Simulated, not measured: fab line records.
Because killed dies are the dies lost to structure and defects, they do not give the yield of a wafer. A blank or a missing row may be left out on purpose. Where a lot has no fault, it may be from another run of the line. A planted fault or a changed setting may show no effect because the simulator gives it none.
One fault through the eyes of 2 desks	flow gf180mcu	only its own numbers are on each desk; what lay behind them is given at the end

## THE METROLOGY DESK
Lot by lot, what the gauges showed, no matter which tool ran the lot: averages of those sampled wafers that carry a number. The brackets show how far a lot's mean lies from the usual mean; more than 4 standard deviations puts the lot out of limits, marked OUT.
Columns: A = V2_CVD_02_THK at GF_V2_THK_MEAS_03, usual 850 nm
lot	first seen here	A
L108	day 20 05:57	858
L110	day 20 17:21	856
L112	day 21 07:39	847
L113	day 21 14:31	857
L114	day 22 02:57	860
L116	day 22 21:27	855
L118	day 23 11:40	845
L119	day 23 14:19	843
L121	day 24 12:32	981 (+10) OUT
L122	day 24 20:44	986 (+10) OUT
L130	day 27 00:59	866
Finding of this desk: L121, L122 out of limits, first seen on L121 at day 24 12:32 (V2_CVD_02_THK at GF_V2_THK_MEAS_03). In limits: L108, L110, L112, L113, L114, L116, L118, L119, L130.

## THE TOOL OWNER'S DESK: pecvd-02
The tool's own readings at GF_V2_CVD_02 (deposits SiO2 from TEOS, target thk 850 nm, time 94.851 s): means of the sampled wafers that have a number, for each lot that ran on this tool. The brackets show how far a lot's mean lies from the usual mean; more than 4 standard deviations puts the lot out of limits, marked OUT.
Columns: A = heaterPowerW at GF_V2_CVD_02, usual 647 W
lot	first seen here	A
L116	day 22 21:23	522
L118	day 23 11:36	627
L119	day 23 14:15	667
L121	day 24 12:28	637
L122	day 24 20:39	613
This desk found nothing out of limits on any of the 5 lots.

## ALL TOGETHER
An alarm was possible from the metrology desk at day 24 12:32, on L121, L122.
Nothing out of limits was seen by the tool owner's desk.
On record at the tool owner's desk: L121, L122, within its limits.
All the named lots went through GF_V2_CVD_02 on pecvd-02.

## WHAT WAS PUT IN BY THE SIMULATOR
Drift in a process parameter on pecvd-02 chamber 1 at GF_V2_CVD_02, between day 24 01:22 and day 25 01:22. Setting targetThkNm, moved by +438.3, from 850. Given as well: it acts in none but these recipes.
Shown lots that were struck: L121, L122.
Delay in hours, fault start to first out-of-limits reading, per desk: metrology desk 11.
